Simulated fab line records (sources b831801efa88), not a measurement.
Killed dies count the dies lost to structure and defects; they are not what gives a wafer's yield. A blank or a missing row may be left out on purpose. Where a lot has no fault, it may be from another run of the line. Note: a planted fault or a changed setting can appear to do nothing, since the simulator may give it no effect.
fab line records	flow sky130
[record] lots = 11	wafers = 33	last_day = 50
route steps=708 shown VT_ADJUST_LVTN@104 VIA3@579 METAL5@677
lots untouched by any fault: they come from a run of this same line in which no faults occurred
start_h: hours from the record's opening day to when the first of the lot's shown wafers began	wait_h: hours elapsed since this lot's preceding step	" unchanged from the row above	L1.1+2: one row covering several wafers at once	- value missing, or start not given	* or withheld: withheld	< > ~ a bound
route shown NAME@n: NAME is a module with steps in the file, n the number in the route of the first one	usual: mean/standard deviation of fault-free wafers	same: alike in all rows	chamber/n: place in a boat	sites: the reading at each site	_std_site: how widely they spread, as a standard deviation	_edge_site: mean of outer sites minus mean of inner sites	radius_mm: how far each site lies from the wafer's centre	mask NAME#n: copy n	behind: the tool/chamber that last shaped the wafer	hold: why the lot was held/for how many hours/how that ended	device: the n, p or np transistor that did not switch	end of line: tests of these same wafers at the route's end	a step without rows: its recipe alone	killed: dies lost to structure and defects at the first sort, not the wafer's yield	map: dies across one wafer; x = killed, . = not, _ = none there
set.NAME: the setting the step ran with; set.NAME@STEP: the setting that earlier step ran with	model.NAME: the simulator's own value behind a step, which no gauge read
steps of the route over a sample of lots; a table a step, a row a wafer
services: when a tool's chamber went out of use (start_h, in hours from the record's first day, below 0 if earlier), for how many hours, and the reason
[[steps]]
[step SKY_VT_ADJUST_LVTN_OVL_MEAS_07]
[usual] VT_ADJUST_LVTN_OVL = -0.9/1.3
lot.wafer	tool	chamber	start_h	wait_h	VT_ADJUST_LVTN_OVL[nm]
L175.1	overlay-02	-	148.03	-	-2.1
L175.2	"	-	"	"	-1.2
L175.6	"	-	"	"	-1.3
L176.3	overlay-02	-	157.32	-	-0.5
L176.5	"	-	"	"	-1.7
L176.6	"	-	"	"	-1.2
L177.3	overlay-02	-	166.39	-	-1.0
L177.4	"	-	"	"	-1.4
L177.5	"	-	"	"	-1.8
L178.3	overlay-01	-	170.89	-	-1.1
L178.5	"	-	"	"	0.2
L178.6	"	-	"	"	-0.2
L179.1	overlay-02	-	182.71	-	1.6
L179.2	"	-	"	"	-1.2
L179.3	"	-	"	"	1.6
L182.2	overlay-01	-	193.60	-	-0.7
L182.5	"	-	"	"	1.0
L182.6	"	-	"	"	-0.9
L183.3	overlay-02	-	203.52	-	-1.8
L183.4	"	-	"	"	-1.1
L183.5	"	-	"	"	-2.1
L192.3	overlay-02	-	263.96	-	0.0
L192.5	"	-	"	"	0.6
L192.6	"	-	"	"	0.2
L193.2	overlay-02	-	271.24	-	0.0
L193.5	"	-	"	"	-0.9
L193.6	"	-	"	"	-0.2
L196.1	overlay-01	-	285.33	-	-1.9
L196.3	"	-	"	"	-2.0
L196.5	"	-	"	"	-2.6
L197.1	overlay-02	-	292.80	-	-1.2
L197.2	"	-	"	"	-0.3
L197.5	"	-	"	"	-0.5
[step SKY_VIA3_COAT_06]
[recipe] resist = BARC	temp_c = withheld	time_s = withheld	spin_rpm = 3000	resist_thk_nm = 60
[usual] resist_line_temp_C = *
lot.wafer	tool	chamber	start_h	wait_h	resist_line_temp_C
L175.1	litho_track-04	0	919.41	0.1	*
L175.2	"	0	"	"	*
L175.6	"	0	"	"	*
L176.3	litho_track-04	0	932.16	0.1	*
L176.5	"	0	"	"	*
L176.6	"	0	"	"	*
L178.3	litho_track-01	0	948.90	0.1	*
L178.5	"	0	"	"	*
L178.6	"	0	"	"	*
L177.3	litho_track-03	0	949.50	0.1	*
L177.4	"	0	"	"	*
L177.5	"	0	"	"	*
L179.1	litho_track-04	0	958.71	0.1	*
L179.2	"	0	"	"	*
L179.3	"	0	"	"	*
L182.2	litho_track-03	0	978.38	0.1	*
L182.5	"	0	"	"	*
L182.6	"	0	"	"	*
L183.3	litho_track-04	0	980.01	0.1	*
L183.4	"	0	"	"	*
L183.5	"	0	"	"	*
L192.3	litho_track-04	0	1046.66	0.1	*
L192.5	"	0	"	"	*
L192.6	"	0	"	"	*
L193.2	litho_track-04	0	1051.29	0.1	*
L193.5	"	0	"	"	*
L193.6	"	0	"	"	*
L196.1	litho_track-01	0	1062.60	0.1	*
L196.3	"	0	"	"	*
L196.5	"	0	"	"	*
L197.1	litho_track-03	0	1072.50	0.1	*
L197.2	"	0	"	"	*
L197.5	"	0	"	"	*
[step SKY_VIA3_ETCH_14]
[recipe] chemistry = N2/H2	target = BARC	ion_energy_ev = 200	source_w = 500	bias_w = 100	pressure_mtorr = 30	n2_flow_sccm = 100	h2_flow_sccm = 200	stop_on = SiO2	time_s = 45.9	target_depth_a = 600
[usual] drypump_motor_current_A = 5.7/0.44	oes_product_au = 0.855/0.0049	rf_fwd_power_W = 494.8/1.7	throttle_valve_pct = 13.223/0.0083
lot.wafer	tool	chamber	start_h	wait_h	drypump_motor_current_A	oes_product_au	rf_fwd_power_W	rf_hours_counter_h	throttle_valve_pct
L175.1	rie_diel-03	2	932.75	0.0	4.9	0.849	495.5	7	13.229
L175.2	"	1	"	"	6.0	0.853	493.5	25	13.223
L175.6	"	2	"	"	4.9	0.851	495.5	-	13.224
L176.3	rie_diel-01	0	944.21	0.0	5.5	0.858	494.6	16	13.227
L176.5	"	3	"	"	5.5	0.857	498.1	-	13.222
L176.6	"	0	"	"	5.4	0.852	496.1	-	13.236
L178.3	rie_diel-03	1	962.00	0.0	5.9	0.849	489.6	0	13.214
L178.5	"	2	"	"	4.9	0.857	498.6	-	13.231
L178.6	"	1	"	"	6.0	0.853	493.6	-	13.218
L177.3	rie_diel-01	1	962.35	0.0	6.1	0.855	493.7	28	13.215
L177.4	"	3	"	"	5.5	0.859	495.8	17	13.222
L177.5	"	2	"	"	6.4	0.845	496.8	-	13.213
L179.1	rie_diel-01	3	971.37	0.0	5.4	0.853	493.9	17	13.230
L179.2	"	0	"	"	5.5	0.860	495.0	17	13.216
L179.3	"	1	"	"	6.1	0.857	496.1	29	13.245
L182.2	rie_diel-01	2	990.41	0.0	6.4	0.853	495.7	26	13.225
L182.5	"	0	"	"	5.4	0.847	497.3	-	13.222
L182.6	"	1	"	"	6.2	0.850	494.7	-	13.224
L183.3	rie_diel-01	2	992.02	0.0	6.4	0.850	496.9	26	13.221
L183.4	"	1	"	"	6.2	0.870	495.1	29	13.225
L183.5	"	3	"	"	5.5	0.855	494.8	-	13.217
L192.3	rie_diel-03	2	1058.46	0.0	4.9	0.855	495.5	11	13.225
L192.5	"	1	"	"	5.9	0.868	494.0	-	13.223
L192.6	"	0	"	"	5.8	0.869	491.9	-	13.227
L193.2	rie_diel-01	2	1062.97	0.0	6.4	0.868	493.1	29	13.235
L193.5	"	0	"	"	5.5	0.867	494.5	-	13.226
L193.6	"	1	"	"	6.1	0.873	493.8	-	13.216
L196.1	rie_diel-02	2	1072.75	0.0	5.7	0.858	494.2	27	13.232
L196.3	"	0	"	"	5.8	0.860	494.8	17	13.223
L196.5	"	2	"	"	5.7	0.858	494.8	-	13.226
L197.1	rie_diel-02	1	1083.87	0.0	5.4	0.846	495.3	5	13.226
L197.2	"	0	"	"	5.8	0.854	495.3	18	13.227
L197.5	"	0	"	"	5.8	0.859	494.3	-	13.223
[step SKY_VIA3_SPUTTER_20]
[recipe] material = TiN	target_thk_nm = 20	chamber_pressure_pa = 5	power_w = 4000	time_s = 80
[usual] chamber_pressure_pa = 5.001/0.011	throttle_valve_pct = 30.3/0.54
lot.wafer	tool	chamber	start_h	wait_h	chamber_pressure_pa	throttle_valve_pct
L175.1	pvd_sputter-02	-	933.54	0.0	4.998	29.9
L175.2	"	-	"	"	5.014	30.2
L175.6	"	-	"	"	4.986	29.9
L176.3	pvd_sputter-02	-	944.90	0.0	4.997	29.7
L176.5	"	-	"	"	5.008	30.7
L176.6	"	-	"	"	5.021	30.2
L178.3	pvd_sputter-01	-	962.74	0.0	5.002	29.5
L178.5	"	-	"	"	4.997	29.9
L178.6	"	-	"	"	5.013	29.9
L177.3	pvd_sputter-02	-	963.05	0.0	4.987	30.7
L177.4	"	-	"	"	4.995	29.6
L177.5	"	-	"	"	5.000	30.7
L179.1	pvd_sputter-01	-	972.49	0.0	4.992	30.2
L179.2	"	-	"	"	5.019	29.8
L179.3	"	-	"	"	4.986	31.6
L182.2	pvd_sputter-02	-	991.12	0.0	4.997	30.0
L182.5	"	-	"	"	4.996	29.7
L182.6	"	-	"	"	5.003	30.4
L183.3	pvd_sputter-02	-	992.75	0.0	4.995	29.8
L183.4	"	-	"	"	5.007	30.8
L183.5	"	-	"	"	4.987	29.6
L192.3	pvd_sputter-03	-	1059.18	0.0	5.013	30.9
L192.5	"	-	"	"	4.990	29.9
L192.6	"	-	"	"	5.005	30.7
L193.2	pvd_sputter-02	-	1063.67	0.0	5.017	30.6
L193.5	"	-	"	"	4.992	29.8
L193.6	"	-	"	"	5.002	30.9
L196.1	pvd_sputter-02	-	1073.49	0.0	5.011	29.7
L196.3	"	-	"	"	4.990	30.8
L196.5	"	-	"	"	4.991	30.8
L197.1	pvd_sputter-03	-	1084.56	0.0	4.991	30.7
L197.2	"	-	"	"	4.998	30.1
L197.5	"	-	"	"	4.994	30.5
[step SKY_METAL5_STRIP_16]
[recipe] chemistry = O2/N2	power_w = 1400	pressure_mtorr = 1500	platen_temp_c = withheld	o2_flow_sccm = 3000	n2_flow_sccm = 300	overash_fraction = 0.5
[usual] drypump_motor_current_A = 5.7/0.61	oes_product_au = 0.710/0.0045	strip_time_to_endpoint_s = 13.11/0.13
lot.wafer	tool	chamber	start_h	wait_h	drypump_motor_current_A	oes_product_au	rf_hours_counter_h	strip_time_to_endpoint_s
L175.1	plasma_asher-02	1	1032.52	0.2	5.7	0.712	54	13.28
L175.2	"	0	"	"	6.6	0.713	54	13.13
L175.6	"	0	"	"	6.6	0.714	-	13.23
L176.3	plasma_asher-01	0	1042.65	0.1	5.0	0.705	-	13.01
L176.5	"	0	"	"	5.0	0.711	-	13.12
L176.6	"	1	"	"	4.8	0.707	-	12.91
L178.3	plasma_asher-02	0	1060.61	0.1	6.5	0.717	-	12.97
L178.5	"	0	"	"	6.5	0.712	-	12.95
L178.6	"	1	"	"	5.7	0.702	-	13.18
L177.3	plasma_asher-02	1	1061.26	0.1	5.7	0.702	-	13.04
L177.4	"	0	"	"	6.5	0.720	-	12.84
L177.5	"	1	"	"	5.7	0.692	-	12.83
L179.1	plasma_asher-04	1	1068.77	0.2	6.0	0.705	0	13.33
L179.2	"	0	"	"	5.7	0.715	0	13.12
L179.3	"	0	"	"	5.6	0.715	-	13.14
L182.2	plasma_asher-01	1	1085.37	0.2	4.8	0.714	98	13.31
L182.5	"	1	"	"	4.8	0.703	-	13.28
L182.6	"	0	"	"	5.0	0.716	-	13.10
L183.3	plasma_asher-02	0	1086.76	0.1	6.6	0.711	-	13.17
L183.4	"	1	"	"	5.7	0.710	-	13.07
L183.5	"	0	"	"	6.6	0.704	-	13.26
L192.3	plasma_asher-02	1	1144.37	0.3	5.8	0.714	-	13.16
L192.5	"	1	"	"	5.7	0.715	-	13.15
L192.6	"	0	"	"	6.6	0.712	-	13.09
L193.2	plasma_asher-02	1	1147.97	0.2	5.8	0.716	65	12.98
L193.5	"	0	"	"	6.5	0.718	-	13.03
L193.6	"	1	"	"	5.8	0.714	-	12.95
L196.1	plasma_asher-02	0	1157.32	0.2	6.6	0.714	66	13.30
L196.3	"	1	"	"	5.8	0.707	-	13.12
L196.5	"	1	"	"	5.7	0.707	-	13.16
L197.1	plasma_asher-01	1	1164.41	0.2	4.8	0.708	105	13.09
L197.2	"	0	"	"	5.0	0.711	105	13.00
L197.5	"	1	"	"	4.8	0.706	-	13.05
[[services]]
tool	chamber	start_h	hours	kind
rie_diel-01	3	902.48	4.3	repair
rie_diel-01	1	904.45	1.9	repair
pvd_sputter-03	-	907.87	2.3	repair
rie_diel-02	2	930.95	2.9	repair
rie_diel-02	1	935.19	132.0	repair
rie_diel-01	2	943.30	9.6	repair
rie_diel-01	0	947.26	8.4	repair
pvd_sputter-01	-	960.41	2.3	repair
rie_diel-02	3	975.59	6.5	repair
rie_diel-02	-	998.64	4.3	pm
pvd_sputter-01	-	1000.17	5.3	repair
rie_diel-03	-	1002.20	2.8	pm
plasma_asher-01	-	1004.45	1.8	repair
rie_diel-03	1	1008.56	5.7	repair
rie_diel-01	0	1047.13	11.6	repair
rie_diel-03	3	1053.23	6.1	repair
plasma_asher-04	-	1055.25	9.0	pm
plasma_asher-02	-	1077.38	2.8	pm
rie_diel-02	0	1078.39	1.9	repair
rie_diel-03	1	1081.83	3.0	repair
rie_diel-02	0	1111.34	10.0	repair
rie_diel-02	3	1134.14	4.6	repair
rie_diel-03	-	1147.01	5.5	repair
rie_diel-02	0	1157.68	9.3	repair
[[key]]
[first_sign] step = SKY_VIA3_ETCH_14	reading = oes_product_au	direction = up	sigmas = 2.9	usual = 0.855	struck = 0.869
effect none on later readings
met_at SKY_VIA3_COAT_06
struck_lots L192,L193
struck_wafers L192.5,L192.6,L193.2,L193.5,L193.6
not_acting_at SKY_VT_ADJUST_LVTN_OVL_MEAS_07,SKY_VIA3_SPUTTER_20,SKY_METAL5_STRIP_16
onset_between 980.01 1046.66
[fault] kind = process_parameter_drift	tool = litho_track-04	chamber = -	onset_h = 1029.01	steps = SKY_VIA3_COAT_06	channel = resist_thk_nm	offset = 1.9849	shape = step	end_h = 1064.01	scope = struck_wafers_only	acts_in = these_recipes_only	stated = 60
